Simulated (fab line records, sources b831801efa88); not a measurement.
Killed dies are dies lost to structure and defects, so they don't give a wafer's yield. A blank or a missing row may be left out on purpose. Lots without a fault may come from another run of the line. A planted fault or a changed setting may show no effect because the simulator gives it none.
Which tool did it? | flow gf180mcu | 14 lots, 39 wafers sampled, at 4 steps of a route of 602

WHAT THE GAUGES READ, wafer by wafer
GF_POLY_GATE_THK_MEAS_01.
lot  | measured     | on            | POLY_GATE_CVD_00_THK (nm)
L943 | day 8 14:05  | film_metro-03 | 199.5 196.7
L944 | day 8 20:16  | film_metro-04 | 201.7 199.5 201.5
L946 | day 9 07:41  | film_metro-03 | 196.1 197.8 198.2
L948 | day 9 22:53  | film_metro-02 | 200.1 199.2 198.8
L949 | day 10 05:13 | film_metro-02 | 200.2 200.3 200.2
L953 | day 11 12:22 | film_metro-03 | 201.9 201.6 202.1
L954 | day 11 18:58 | film_metro-02 | 201.6 199.9 201.0
L955 | day 12 00:47 | film_metro-03 | 200.6 202.5 203.4
L959 | day 13 01:19 | film_metro-03 | 197.9 197.5 197.3
L961 | day 13 18:43 | film_metro-03 | 198.1 199.0 197.1
L962 | day 13 23:30 | film_metro-04 | 197.7 199.1 198.6
L963 | day 14 07:24 | film_metro-02 | 196.0 196.9
L965 | day 14 21:17 | film_metro-02 | 200.8 201.7
L966 | day 15 03:14 | film_metro-04 | 198.8 199.6 200.9

GF_M2_THK_MEAS_06: measures by xrf.
lot  | measured     | on            | M2_ALCU_THK (nm)
L943 | day 18 05:44 | film_metro-03 | 440 447
L944 | day 18 14:29 | film_metro-02 | 446 446 452
L946 | day 19 07:50 | film_metro-04 | 441 440 442
L948 | day 20 02:52 | film_metro-04 | 454 446 446
L949 | day 20 14:35 | film_metro-03 | 446 451 437
L953 | day 22 03:10 | film_metro-02 | 435 450 455
L954 | day 22 15:21 | film_metro-02 | 456 434 447
L955 | day 22 21:04 | film_metro-02 | 434 431 437
L959 | day 23 19:55 | film_metro-02 | 452 451 450
L961 | day 24 16:48 | film_metro-02 | 455 441 450
L962 | day 24 23:53 | film_metro-02 | 439 441 446
L963 | day 25 08:34 | film_metro-02 | 452 445
L965 | day 25 21:52 | film_metro-03 | 455 451
L966 | day 26 04:26 | film_metro-04 | 447 445 440

GF_V4_CD_MEAS_14: target cd 260 nm.
lot  | measured     | on        | cd_nm (nm)
L943 | day 24 10:37 | cd_sem-01 | 259.9 261.6
L944 | day 24 19:11 | cd_sem-02 | 260.5 260.7 260.6
L946 | day 25 11:20 | cd_sem-01 | 263.3 262.6 263.3
L948 | day 26 02:55 | cd_sem-01 | 259.3 260.9 260.8
L949 | day 26 14:22 | cd_sem-01 | 260.9 261.5 262.7
L953 | day 27 20:59 | cd_sem-02 | 259.1 257.5 258.5
L954 | day 28 07:52 | cd_sem-02 | 258.6 258.4 258.0
L955 | day 28 12:51 | cd_sem-01 | 256.5 257.4 256.7
L959 | day 29 08:02 | cd_sem-02 | 259.4 260.7 259.3
L961 | day 30 00:43 | cd_sem-02 | 260.7 261.4 262.2
L962 | day 30 07:30 | cd_sem-02 | 260.4 258.9 259.4
L963 | day 30 15:30 | cd_sem-02 | 261.1 261.3
L965 | day 31 02:28 | cd_sem-02 | 261.5 262.5
L966 | day 31 07:35 | cd_sem-01 | 258.1 259.2 256.2

WHICH TOOL RAN EACH LOT (tool, then ch and the chambers of the sampled wafers, then the start)
lot  | GF_M1_SPUTTER_00
L943 | pvd_sputter-04, day 16 05:40
L944 | pvd_sputter-01, day 16 14:21
L946 | pvd_sputter-04, day 17 06:27
L948 | pvd_sputter-01, day 17 23:13
L949 | pvd_sputter-01, day 18 10:31
L953 | pvd_sputter-01, day 20 00:06
L954 | pvd_sputter-04, day 20 11:29
L955 | pvd_sputter-02, day 20 17:12
L959 | pvd_sputter-02, day 21 17:29
L961 | pvd_sputter-04, day 22 16:13
L962 | pvd_sputter-04, day 22 23:04
L963 | pvd_sputter-04, day 23 08:41
L965 | pvd_sputter-04, day 23 23:32
L966 | pvd_sputter-01, day 24 05:15
- GF_M1_SPUTTER_00: material Ti, target thk 37.5 nm, time 150 s.

WHAT THE TOOLS THEMSELVES READ (means of the sampled wafers that have a number; where no wafer has one, the mark that the record gives instead)
GF_M1_SPUTTER_00.
lot  | tool           | cathode_dc_power_W (W) | chamber_pressure_pa (Pa) | throttle_valve_pct (%)
L943 | pvd_sputter-04 | 4000.4                 | 2.000                    | 30.2
L944 | pvd_sputter-01 | 3999.3                 | 2.000                    | 29.8
L946 | pvd_sputter-04 | 4000.0                 | 1.998                    | 30.8
L948 | pvd_sputter-01 | 4000.4                 | 1.997                    | 30.9
L949 | pvd_sputter-01 | 4000.1                 | 2.001                    | 30.6
L953 | pvd_sputter-01 | -                      | -                        | -
L954 | pvd_sputter-04 | -                      | -                        | -
L955 | pvd_sputter-02 | 3999.9                 | 2.001                    | 29.6
L959 | pvd_sputter-02 | 3998.8                 | 1.998                    | 29.5
L961 | pvd_sputter-04 | 3999.5                 | 1.999                    | 31.0
L962 | pvd_sputter-04 | 3999.9                 | 1.997                    | 30.3
L963 | pvd_sputter-04 | 4000.2                 | 1.997                    | 31.3
L965 | pvd_sputter-04 | 4000.0                 | 1.999                    | 30.6
L966 | pvd_sputter-01 | 4000.5                 | 2.000                    | 30.0

THE ANSWER, worked out from the rows above alone
Rule: what is usual is taken from the lots themselves. Put in order of their means at a reading, lots are off if they are a third of the lots or fewer, leave a main group of 4 or more, and stand apart from it by a gap of 3 or more times the standard deviation of the main group's means; of several such gaps the widest counts. A main group whose means are all the same, to the digits that the tables above print for the reading, isn't used. A lot without any number at a reading at which 4 lots or more have one is off too. The other lots that the step has rows for count as sound. The gauges are gone through in route order, then the tools' own readings, and for those a lot's mean is taken as printed above. The first step at which some lot is off is used, and at that step the reading that is off furthest; a lot without a number counts as furthest.
Off: L953, L954, at GF_M1_SPUTTER_00 (cathode_dc_power_W). Without a number there: L953, L954. The main group: mean 3999.9 W, standard deviation 0.48.
A tool fits if, at that step or a process step before it, it ran every lot that is off, and no sound lot after the first of them. None of those tried fits.

WHAT THE SIMULATOR HAD PUT IN
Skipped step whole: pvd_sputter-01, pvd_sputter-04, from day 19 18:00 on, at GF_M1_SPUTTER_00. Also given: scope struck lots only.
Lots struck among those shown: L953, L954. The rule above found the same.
